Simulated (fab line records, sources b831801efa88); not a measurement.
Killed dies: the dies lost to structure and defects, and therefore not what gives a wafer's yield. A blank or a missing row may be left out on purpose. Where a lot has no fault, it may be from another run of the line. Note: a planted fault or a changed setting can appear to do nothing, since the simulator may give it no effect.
Chamber matching || flow gf180mcu || cmp-01 running GF_V4_CMP_04: 4 sister chambers
The step polishes SiO2. 8 wafers are shown with their chamber, then 7 later ones without.

== WAFERS WITH THEIR CHAMBER ==
{"wafer": "L325.6", "chamber": 2, "motor_current_A (A)": 12.1, "time_to_endpoint_s (s)": 89}
{"wafer": "L340.2", "chamber": 0, "motor_current_A (A)": 11.9, "time_to_endpoint_s (s)": 74}
{"wafer": "L340.5", "chamber": 0, "motor_current_A (A)": 11.8, "time_to_endpoint_s (s)": 85}
{"wafer": "L341.2", "chamber": 1, "motor_current_A (A)": 10.0, "time_to_endpoint_s (s)": 81}
{"wafer": "L341.5", "chamber": 3, "motor_current_A (A)": 12.9, "time_to_endpoint_s (s)": 86}
{"wafer": "L341.6", "chamber": 2, "motor_current_A (A)": 11.7, "time_to_endpoint_s (s)": 86}
{"wafer": "L343.4", "chamber": 1, "motor_current_A (A)": 10.4, "time_to_endpoint_s (s)": 78}
{"wafer": "L343.5", "chamber": 3, "motor_current_A (A)": 12.6, "time_to_endpoint_s (s)": 73}

== WAFERS WHOSE CHAMBER IS MISSING ==
{"wafer": "L343.6", "motor_current_A (A)": 12.2, "time_to_endpoint_s (s)": 68}
{"wafer": "L346.2", "motor_current_A (A)": 13.0, "time_to_endpoint_s (s)": 72}
{"wafer": "L346.3", "motor_current_A (A)": 10.6, "time_to_endpoint_s (s)": 73}
{"wafer": "L346.6", "motor_current_A (A)": 12.1, "time_to_endpoint_s (s)": 78}
{"wafer": "L348.3", "motor_current_A (A)": 10.5, "time_to_endpoint_s (s)": 74}
{"wafer": "L348.5", "motor_current_A (A)": 12.4, "time_to_endpoint_s (s)": 80}
{"wafer": "L348.6", "motor_current_A (A)": 12.4, "time_to_endpoint_s (s)": 82}

== WHICH CHAMBER EACH ONE RAN IN ==
{"wafer": "L343.6", "from the rows above": "can't be placed: 0 or 3 or 2", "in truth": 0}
{"wafer": "L346.2", "from the rows above": 3, "in truth": 3}
{"wafer": "L346.3", "from the rows above": 1, "in truth": 1}
{"wafer": "L346.6", "from the rows above": "can't be placed: 0 or 2 or 3", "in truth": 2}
{"wafer": "L348.3", "from the rows above": 1, "in truth": 1}
{"wafer": "L348.5", "from the rows above": "can't be placed: 3 or 0 or 2", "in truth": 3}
{"wafer": "L348.6", "from the rows above": "can't be placed: 3 or 2 or 0", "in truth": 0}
3 of 7 placed correctly. From these rows, 4 cannot be placed; in 4 the true chamber is one of the candidates. Number placed wrongly: 0.
How it was worked out, from the rows above alone: a wafer's distance from a chamber is the root of the sum, over the readings, of the square of ((its reading less the chamber's mean) divided by the reading's scatter). If the next closest chamber is less than 2 further off than the closest, the wafer can't be placed; otherwise it belongs to the closest. For every chamber, the mean is computed from those of its wafers that are shown. The scatter: take each reading less its chamber's mean, square it, sum over the shown wafers, divide by the number of wafers less the number of chambers, and take the root.
